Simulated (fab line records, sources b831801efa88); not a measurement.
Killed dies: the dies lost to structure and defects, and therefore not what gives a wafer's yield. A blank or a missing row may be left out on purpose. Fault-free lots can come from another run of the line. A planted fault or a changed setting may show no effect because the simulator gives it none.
2 desks looking at one fault | flow sky130 | numbers are kept per desk, each desk with only its own; the story behind them comes last

THE TOOL OWNER'S DESK: implanter-03
The tool's own readings at SKY_GATE_OXIDE_IMPLANT_11, given as means over the sampled wafers that have a number, one for each lot that went through this tool. Any lot whose mean is over 4 standard deviations away from the usual mean is out of limits and marked OUT; that distance is given in the brackets.
Columns: A = beamOnS at SKY_GATE_OXIDE_IMPLANT_11, usual 9.99 s; B = faradayCurrentUA at SKY_GATE_OXIDE_IMPLANT_11, usual 14.68
lot  | first seen here | A                | B
L167 | day 13 22:38    | 9.82             | 14.95
L168 | day 14 11:59    | 10.14            | 14.45
L173 | day 16 01:04    | 10.04            | 14.63
L177 | day 17 20:25    | 11.43 (+7.6) OUT | 12.83 (-6.9) OUT
L178 | day 18 05:21    | 11.20 (+6.4) OUT | 13.12 (-5.8) OUT
L186 | day 21 00:14    | 9.87             | 14.84
L188 | day 22 02:28    | 10.20            | 14.39
This desk's finding: out of limits on L177, L178; first on L177, day 17 20:25 (beamOnS at SKY_GATE_OXIDE_IMPLANT_11). In limits: L167, L168, L173, L186, L188.

FROM THE METROLOGY DESK
Lot by lot, what the gauges showed, no matter which tool ran the lot: averages of those sampled wafers that carry a number. Any lot whose mean is over 4 standard deviations away from the usual mean is out of limits and marked OUT; that distance is given in the brackets.
Columns: A = GATE_OXIDE_TW at SKY_GATE_OXIDE_TW_MEAS_14, usual 223.4
lot  | first seen here | A
L166 | day 13 14:54    | 227.9
L167 | day 13 22:59    | 226.7
L168 | day 14 12:19    | 227.1
L173 | day 16 01:25    | 225.0
L177 | day 17 20:47    | 228.3
L178 | day 18 05:41    | 233.7
L180 | day 18 16:53    | 224.2
L181 | day 18 20:40    | 220.5
L183 | day 19 18:44    | 224.4
L184 | day 19 20:47    | 223.9
L186 | day 21 00:34    | 224.2
L187 | day 21 11:08    | 219.6
L188 | day 22 02:50    | 221.2
L189 | day 22 18:58    | 220.7
This desk found nothing out of limits on any of the 14 lots.

TAKEN TOGETHER
The tool owner's desk had the chance to raise an alarm at day 17 20:25 on L177, L178.
Nothing out of limits was seen by the metrology desk.
The metrology desk holds a record of L177, L178, inside its limits.
The lots listed all ran SKY_GATE_OXIDE_IMPLANT_11 on implanter-03.

WHAT THE SIMULATOR HAD PUT IN
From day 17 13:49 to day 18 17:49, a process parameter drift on implanter-03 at SKY_GATE_OXIDE_IMPLANT_11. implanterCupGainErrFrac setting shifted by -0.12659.
Struck lots among those shown: L177, L178.
How many hours passed from the start of the fault until each desk's first out-of-limits reading: the tool owner's desk, 7.
